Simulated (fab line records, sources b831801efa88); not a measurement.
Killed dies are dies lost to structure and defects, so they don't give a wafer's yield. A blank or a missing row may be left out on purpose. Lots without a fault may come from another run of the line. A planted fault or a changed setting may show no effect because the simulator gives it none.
Problem report in the 8D (eight disciplines) form, filled by code | flow sky130 | the parts of the form that need people (team, actions taken, sign-off) are left out

1. THE PROBLEM
cathode_dc_power_W at SKY_METAL2_SPUTTER_00 reads a mean of 2907.5 W on 2 wafers of 2 lots; wafers without a fault read 3000.1 W with a standard deviation of 0.57. That is -99 or more standard deviations from the usual mean.
The step: material Ti, target thk 15 nm, time 10 s.
First seen on wafer L268.5, day 37 06:22, on pvd_sputter-03. The record holds 42 wafers of 14 lots with a number at this step. Rule for "out", or "out of limits": more than 4 standard deviations from the usual mean. The other wafers with a number count as sound.

2. WHAT IT IS AND WHAT IT IS NOT
question                    | is                 | is not
which readings at this step | cathode_dc_power_W | chamber_pressure_pa, throttle_valve_pct
which lots                  | L268, L271         | L258, L259, L260, L261, L262, L264, L275, L276, L277, L278, L279, L281
which wafers of those lots  | L268.5, L271.4     | L268.1, L268.2, L271.2, L271.6
read on which tools         | pvd_sputter-03     | pvd_sputter-01, pvd_sputter-04
when                        | from day 37 06:22  | up to then (20 sound wafers); but 20 sound wafers of L271, L275, L276, L277, L278, L279, L281 came after

3. SUSPECTS, AND WHAT RULES EACH OUT
Counting: a tool at a process step up to the reading stays a suspect if it ran every lot that is out. Sound lots after the first of them don't rule it out here, since some wafers of a struck lot are sound.
- pvd_sputter-03 at SKY_METAL2_SPUTTER_00 (material Ti, target thk 15 nm, time 10 s): kept. It ran every lot that is out, first L268 (day 37 06:22); its last sound lot up to then is L259 (day 34 07:08). Its own readings are out on those wafers: cathode_dc_power_W.
Left after counting: pvd_sputter-03 at SKY_METAL2_SPUTTER_00.

4. THE CAUSE (what the simulator had put in)
Process parameter drift: pvd_sputter-03, from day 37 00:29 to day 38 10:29, at SKY_METAL2_SPUTTER_00. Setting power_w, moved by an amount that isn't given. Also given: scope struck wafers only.
Counting left only this tool.

5. THE CHAIN OF EFFECTS, in route order
Each row: a reading whose mean over the struck wafers that have a number lies more than 3 standard deviations from the usual. Only readings for which the record gives a usual standard deviation are gone through. hours: the time from each lot's start at the first step in this table that gives one to its start at this step, as a median over the lots. sigmas: the change in usual standard deviations.
hours | step                  | reading            | usual    | on struck wafers | change | sigmas
0     | SKY_METAL2_SPUTTER_00 | cathode_dc_power_W | 3000.1 W | 2907.5           | -92.6  | -99 or more
The process steps in it:
- SKY_METAL2_SPUTTER_00: material Ti, target thk 15 nm, time 10 s.

6. WHAT WOULD HAVE CAUGHT IT SOONER
In this record the first reading out of limits was taken at day 37 06:22, 6 hours after the fault began at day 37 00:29.
